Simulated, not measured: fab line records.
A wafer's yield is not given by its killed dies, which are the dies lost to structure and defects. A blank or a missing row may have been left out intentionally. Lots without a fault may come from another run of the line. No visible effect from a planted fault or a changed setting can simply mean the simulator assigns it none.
fab line records | flow sky130
[record] lots = 11 wafers = 33 last_day = 50
route steps=708 shown NWELL@67 POLY_GATE@229 LDD_LDN@300 CONTACT@423
lots untouched by any fault: they come from a run of this same line in which no faults occurred
start_h: the number of hours between the record's first day and the start of the first shown wafer of the lot | wait_h: time in hours since the lot's previous step | " unchanged from the row above | L1.1+2: one row covering several wafers at once | - no value present, or no start provided | * or withheld: withheld | < > ~ a bound
route shown NAME@n: NAME is a module with steps in the file, n the number in the route of the first one | usual: mean/standard deviation of fault-free wafers | same: alike in all rows | chamber/n: place in a boat | sites: the reading at each site | _std_site: their standard deviation | _edge_site: inner sites' mean taken away from outer sites' mean | radius_mm: for every site, how far away it sits from the centre of the wafer | mask NAME#n: copy n | behind: the most recent tool/chamber to have shaped the wafer | hold: why the lot went on hold/how many hours it stayed there/how the hold came to an end | device: names the non-switching transistor (n, p or np) | end of line: tests of these same wafers at the route's end | a step with no rows: only its recipe | killed: the dies lost at the first sort to structure and to defects; this is not the yield of the wafer | map: a wafer's dies, x killed, . not, _ none there
set.NAME: the setting the step ran with; set.NAME@STEP: the setting that earlier step ran with | model.NAME: the simulator's own value behind a step, which no gauge read
a sample of lots followed through the steps of the route, with each step as a table and each wafer as a row
services: the hour from which a tool's chamber was out of use, counted from the record's first day as start_h (under 0 if before that day), plus the number of hours and why
[[steps]]
[step SKY_NWELL_STRIP_14]
[recipe] chemistry = O2/N2 power_w = 1400 pressure_mtorr = 1500 platen_temp_c = withheld o2_flow_sccm = 3000 n2_flow_sccm = 300 overash_fraction = 0.5
[usual] drypump_motor_current_A = 5.60/0.27 oes_product_au = 0.724/0.0044 strip_time_to_endpoint_s = 36.91/0.1
// columns lot.wafer tool chamber start_h wait_h drypump_motor_current_A oes_product_au rf_hours_counter_h strip_time_to_endpoint_s
L499.3 plasma_asher-02 0 87.83 0.1 5.64 0.722 - 36.81
L499.5 " 0 " " 5.62 0.727 - 36.78
L499.6 " 1 " " 5.49 0.732 - 36.81
L500.1 plasma_asher-02 1 97.05 0.1 5.51 0.729 42 36.80
L500.2 " 0 " " 5.62 0.721 42 36.93
L500.5 " 0 " " 5.62 0.725 - 36.91
L501.2 plasma_asher-02 1 98.37 0.1 5.50 0.721 42 36.97
L501.3 " 1 " " 5.52 0.728 - 36.86
L501.5 " 1 " " 5.47 0.723 - 36.83
L502.1 plasma_asher-02 1 104.25 0.1 5.50 0.728 43 36.94
L502.4 " 1 " " 5.50 0.723 - 36.88
L502.5 " 0 " " 5.60 0.725 - 36.83
L504.1 plasma_asher-04 0 115.19 0.1 6.24 0.724 31 36.96
L504.2 " 1 " " 5.80 0.721 31 36.85
L504.6 " 0 " " 6.23 0.718 - 36.97
L513.1 plasma_asher-02 1 172.67 0.1 5.51 0.722 6 36.92
L513.2 " 0 " " 5.67 0.720 6 36.93
L513.5 " 0 " " 5.65 0.722 - 36.92
L514.1 plasma_asher-02 0 177.60 0.1 5.63 0.729 6 37.04
L514.4 " 0 " " 5.64 0.719 - 36.95
L514.6 " 1 " " 5.50 0.721 - 37.06
L519.2 plasma_asher-03 1 205.94 0.1 5.68 0.734 48 36.71
L519.3 " 1 " " 5.68 0.726 - 36.79
L519.4 " 0 " " 5.13 0.716 - 36.81
L520.3 plasma_asher-04 0 209.42 0.1 6.22 0.724 - 36.73
L520.4 " 1 " " 5.78 0.719 - 36.76
L520.5 " 0 " " 6.22 0.723 - 36.79
L521.3 plasma_asher-02 1 225.13 0.1 5.48 0.728 - 37.09
L521.4 " 0 " " 5.66 0.720 - 37.04
L521.5 " 0 " " 5.65 0.726 - 37.11
L522.2 plasma_asher-02 1 226.42 0.1 5.48 0.730 11 36.87
L522.3 " 1 " " 5.49 0.727 - 36.85
L522.4 " 0 " " 5.64 0.718 - 36.85
[step SKY_POLY_GATE_ETCH_15]
[recipe] chemistry = N2/H2 target = BARC ion_energy_ev = 200 source_w = 500 bias_w = 100 pressure_mtorr = 30 n2_flow_sccm = 100 h2_flow_sccm = 200 stop_on = SiO2 time_s = 118.5 target_depth_a = 1100
[usual] drypump_motor_current_A = 5.6/0.48 oes_product_au = 0.716/0.0048 throttle_valve_pct = 13.212/0.0094
// columns lot.wafer tool chamber start_h wait_h drypump_motor_current_A oes_product_au rf_hours_counter_h throttle_valve_pct
L499.3 rie_diel-03 0 370.11 0.0 5.9 0.712 33 13.212
L499.5 " 3 " " 6.0 0.722 - 13.230
L499.6 " 2 " " 5.1 0.719 - 13.219
L500.1 rie_diel-03 1 386.22 0.0 5.4 0.721 0 13.207
L500.2 " 0 " " 5.9 0.713 34 13.220
L500.5 " 3 " " 5.9 0.721 - 13.208
L501.2 rie_diel-02 2 388.93 0.0 5.5 0.723 104 13.205
L501.3 " 3 " " 5.9 0.714 78 13.216
L501.5 " 1 " " 6.4 0.702 - 13.213
L502.1 rie_diel-02 1 394.37 0.0 6.4 0.710 27 13.222
L502.4 " 3 " " 5.9 0.713 78 13.212
L502.5 " 0 " " 5.1 0.719 - 13.211
L504.1 rie_diel-01 0 429.43 0.0 4.8 0.719 12 13.208
L504.2 " 3 " " 5.6 0.716 11 13.210
L504.6 " 1 " " 5.3 0.715 - 13.221
L513.1 rie_diel-01 1 500.78 0.0 5.4 0.712 12 13.204
L513.2 " 2 " " 6.1 0.716 12 13.202
L513.5 " 2 " " 6.1 0.714 - 13.226
L514.1 rie_diel-02 3 506.12 0.0 5.9 0.702 80 13.226
L514.4 " 2 " " 5.5 0.715 1 13.197
L514.6 " 3 " " 5.9 0.710 - 13.211
L519.2 rie_diel-03 1 566.80 0.0 5.5 0.713 3 13.217
L519.3 " 3 " " 6.0 0.719 8 13.217
L519.4 " 0 " " 5.9 0.712 36 13.211
L521.3 rie_diel-01 1 567.73 0.0 5.4 0.716 13 13.221
L521.4 " 0 " " 4.8 0.713 15 13.201
L521.5 " 2 " " 6.1 0.714 - 13.216
L520.3 rie_diel-03 0 569.83 0.0 5.9 0.713 36 13.196
L520.4 " 2 " " 5.1 0.716 0 13.237
L520.5 " 1 " " 5.5 0.715 - 13.208
L522.2 rie_diel-01 1 577.45 0.0 5.4 0.717 13 13.206
L522.3 " 0 " " 4.8 0.720 15 13.227
L522.4 " 0 " " 4.8 0.716 - 13.208
[step SKY_LDD_LDN_IMPLANT_11]
[recipe] species = As energy_kev = 15 dose_cm2 = 1.25e+13 tilt_deg = withheld rotation_deg = 293
[usual] dose_ions_cm2 = 1.2499e+13/1.3e+10 faraday_current_uA = 70.5/1.2
// columns lot.wafer tool chamber start_h wait_h dose_ions_cm2 faraday_current_uA
L499.3 implanter-01 0 521.90 0.1 1.2504e+13 69.5
L499.5 " 0 " " 1.2485e+13 69.8
L499.6 " 0 " " 1.2502e+13 71.6
L500.1 implanter-03 0 539.92 0.1 1.2521e+13 70.5
L500.2 " 0 " " 1.2515e+13 71.2
L500.5 " 0 " " 1.2499e+13 70.8
L501.2 implanter-02 0 544.03 0.1 1.2497e+13 73.1
L501.3 " 0 " " 1.2495e+13 68.9
L501.5 " 0 " " 1.2499e+13 71.8
L502.1 implanter-02 0 550.02 0.1 1.2517e+13 70.3
L502.4 " 0 " " 1.2498e+13 70.3
L502.5 " 0 " " 1.2506e+13 73.0
L504.1 implanter-01 0 586.55 0.1 1.2499e+13 70.6
L504.2 " 0 " " 1.2483e+13 68.8
L504.6 " 0 " " 1.2472e+13 71.7
L513.1 implanter-02 0 652.40 0.1 5.085e+12 29.3
L513.2 " 0 " " 5.099e+12 27.8
L513.5 " 0 " " 5.088e+12 29.2
L514.1 implanter-02 0 657.27 0.1 5.09e+12 28.8
L514.4 " 0 " " 5.104e+12 29.5
L514.6 " 0 " " 5.075e+12 28.1
L519.2 implanter-01 0 713.48 0.1 1.2519e+13 69.9
L519.3 " 0 " " 1.2513e+13 69.0
L519.4 " 0 " " 1.251e+13 71.0
L521.3 implanter-01 0 715.47 0.1 1.25e+13 67.9
L521.4 " 0 " " 1.2503e+13 71.8
L521.5 " 0 " " 1.2505e+13 70.6
L520.3 implanter-03 0 716.07 0.1 1.2511e+13 70.7
L520.4 " 0 " " 1.2479e+13 67.2
L520.5 " 0 " " 1.25e+13 70.5
L522.2 implanter-01 0 722.93 0.1 1.251e+13 71.0
L522.3 " 0 " " 1.2509e+13 69.9
L522.4 " 0 " " 1.2536e+13 68.1
[step SKY_LDD_LDN_TW_MEAS_13]
[usual] LDD_LDN_TW = 1484/11
// columns lot.wafer tool chamber start_h wait_h LDD_LDN_TW
L499.3 film_metro-01 - 522.12 0.1 1509
L499.5 " - " " 1502
L499.6 " - " " 1494
L500.1 film_metro-02 - 540.17 0.1 1470
L500.2 " - " " 1478
L500.5 " - " " 1474
L501.2 film_metro-03 - 544.27 0.1 1484
L501.3 " - " " 1482
L501.5 " - " " 1489
L502.1 film_metro-02 - 550.27 0.1 1477
L502.4 " - " " 1481
L502.5 " - " " 1476
L504.1 film_metro-03 - 586.80 0.1 1478
L504.2 " - " " 1475
L504.6 " - " " 1477
L513.1 film_metro-03 - 652.65 0.1 1423
L513.2 " - " " 1422
L513.5 " - " " 1419
L514.1 film_metro-02 - 657.52 0.1 1404
L514.4 " - " " 1402
L514.6 " - " " 1410
L519.2 film_metro-02 - 713.72 0.1 1465
L519.3 " - " " 1472
L519.4 " - " " 1480
L521.3 film_metro-03 - 715.69 0.1 1486
L521.4 " - " " 1495
L521.5 " - " " 1483
L520.3 film_metro-03 - 716.29 0.1 1493
L520.4 " - " " 1490
L520.5 " - " " 1494
L522.2 film_metro-02 - 723.17 0.1 1482
L522.3 " - " " 1483
L522.4 " - " " 1480
[step SKY_CONTACT_ETCH_17]
[recipe] target = SiO2 chemistry = C4F8/O2/Ar stop_on = Si3N4 mask_material = KrF-thick source_w = 1500 bias_w = 1200 pressure_mtorr = 40 c4f8_flow_sccm = withheld O2_flow_sccm = 6 Ar_flow_sccm = 300 time_s = withheld target_depth_a = 3400
[usual] oes_product_au = 0.892/0.0053
// columns lot.wafer tool chamber start_h wait_h oes_product_au
L499.3 rie_diel-03 2 732.37 0.0 0.897
L499.5 " 1 " " 0.886
L499.6 " 0 " " 0.882
L500.1 rie_diel-02 3 746.67 0.0 0.892
L500.2 " 2 " " 0.885
L500.5 " 0 " " 0.895
L501.2 rie_diel-02 2 748.72 0.0 0.893
L501.3 " 0 " " 0.889
L501.5 " 3 " " 0.884
L502.1 rie_diel-01 2 760.31 0.0 0.894
L502.4 " 0 " " 0.884
L502.5 " 2 " " 0.893
L504.1 rie_diel-03 2 790.27 0.0 0.894
L504.2 " 1 " " 0.905
L504.6 " 3 " " 0.887
L513.1 rie_diel-03 2 849.35 0.0 0.891
L513.2 " 0 " " 0.890
L513.5 " 0 " " 0.883
L514.1 rie_diel-01 2 855.61 0.0 0.886
L514.4 " 0 " " 0.896
L514.6 " 0 " " 0.889
L519.2 rie_diel-01 2 904.02 0.0 0.887
L519.3 " 1 " " 0.888
L519.4 " 0 " " 0.898
L521.3 rie_diel-01 3 907.35 0.0 0.887
L521.4 " 1 " " 0.890
L521.5 " 2 " " 0.898
L520.3 rie_diel-02 1 907.72 0.0 0.890
L520.4 " 0 " " 0.889
L520.5 " 3 " " 0.897
L522.2 rie_diel-03 1 910.35 0.0 0.890
L522.3 " 2 " " 0.887
L522.4 " 1 " " 0.897
[[services]]
// columns tool chamber start_h hours kind
plasma_asher-02 - 108.75 9.0 pm
rie_diel-03 2 121.37 10.2 repair
rie_diel-01 0 188.95 5.2 repair
plasma_asher-02 - 206.19 2.4 repair
rie_diel-03 3 220.78 32.5 repair
plasma_asher-02 - 257.34 12.0 repair
plasma_asher-02 - 258.78 7.4 repair
rie_diel-03 2 276.76 8.2 repair
rie_diel-03 - 296.68 3.2 repair
plasma_asher-02 - 317.75 1.2 repair
plasma_asher-02 - 364.09 1.0 repair
plasma_asher-02 - 382.40 2.8 pm
rie_diel-01 3 382.50 5.3 repair
rie_diel-01 2 417.03 5.7 repair
rie_diel-03 1 440.05 7.6 repair
rie_diel-03 0 444.38 24.7 repair
rie_diel-01 1 444.61 1.8 repair
rie_diel-03 - 517.12 12.7 repair
rie_diel-03 3 533.66 8.5 repair
rie_diel-01 3 576.84 7.6 repair
plasma_asher-02 - 631.54 77.4 repair
rie_diel-03 1 647.18 7.3 repair
plasma_asher-02 - 739.98 1.3 repair
rie_diel-03 1 742.12 7.5 repair
[[key]]
[first_sign] step = SKY_LDD_LDN_IMPLANT_11 reading = dose_ions_cm2 direction = down sigmas = 99+ usual = * struck = *
[effect] step = SKY_LDD_LDN_IMPLANT_11 reading = faraday_current_uA direction = down sigmas = 34 usual = 70.5 struck = 28.8
[effect] step = SKY_LDD_LDN_TW_MEAS_13 reading = LDD_LDN_TW direction = down sigmas = 6.5 usual = 1484 struck = 1413
met_at SKY_LDD_LDN_IMPLANT_11
struck_lots L513,L514
tester_left_out L513,L514
not_acting_at SKY_NWELL_STRIP_14,SKY_POLY_GATE_ETCH_15,SKY_CONTACT_ETCH_17
onset_between 550.02 652.40
[fault] kind = process_parameter_drift tool = implanter-02 chamber = - onset_h = 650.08 steps = SKY_LDD_LDN_IMPLANT_11 channel = dose_cm2 offset = * shape = step end_h = 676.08 acts_in = * stated = *
// tester_left_out: of these lots the tester's yield and bins aren't shown, on N5 and GAA mostly nor the transistor test; their killed dies are dies lost to structure and defects alone, not to doping, threshold or leakage, so they don't give the yield
